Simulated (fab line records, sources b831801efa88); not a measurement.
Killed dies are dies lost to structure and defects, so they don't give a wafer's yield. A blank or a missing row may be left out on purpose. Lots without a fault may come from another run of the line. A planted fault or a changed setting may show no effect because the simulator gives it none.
Chamber matching | flow gf180mcu | GF_CONTACT_CVD_00 on hdpcvd-01: 3 sister chambers
The step deposits SiO2, target thk 300 nm, time 50 s. 3 wafers are shown with their chamber, then 8 later ones without.

WAFERS WITH THEIR CHAMBER
wafer  | chamber | sih4_flow_sccm (sccm)
L804.4 | 2       | 60.00
L808.5 | 0       | 59.88
L809.2 | 1       | 60.19

WAFERS WITHOUT THEIR CHAMBER
wafer  | sih4_flow_sccm (sccm)
L809.5 | 60.14
L809.6 | 60.05
L825.2 | 59.92
L825.4 | 59.90
L825.6 | 60.26
L826.2 | 59.81
L826.3 | 60.12
L826.6 | 60.12

WHICH CHAMBER EACH WENT THROUGH
wafer  | from the rows above     | in truth
L809.5 | can't be placed: 1 or 2 | 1
L809.6 | can't be placed: 2 or 1 | 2
L825.2 | can't be placed: 0 or 2 | 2
L825.4 | can't be placed: 0 or 2 | 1
L825.6 | 1                       | 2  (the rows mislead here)
L826.2 | 0                       | 0
L826.3 | can't be placed: 1 or 2 | 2
L826.6 | can't be placed: 1 or 2 | 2
Placed correctly: 1 of 8. Can't be placed from these rows: 6 (the true chamber is among the candidates in 5). Placed wrongly: 1.
How it was worked out, from the rows above alone: a wafer's distance from a chamber is the root of the sum, over the readings, of the square of ((its reading less the chamber's mean) divided by the reading's scatter). The wafer belongs to the nearest chamber; if the next one is less than 2 further off, it can't be placed. A chamber's mean is the mean of its shown wafers. The scatter: with one shown wafer a chamber, the root of the mean of the squares of how far each hidden wafer lies from its nearest shown one.
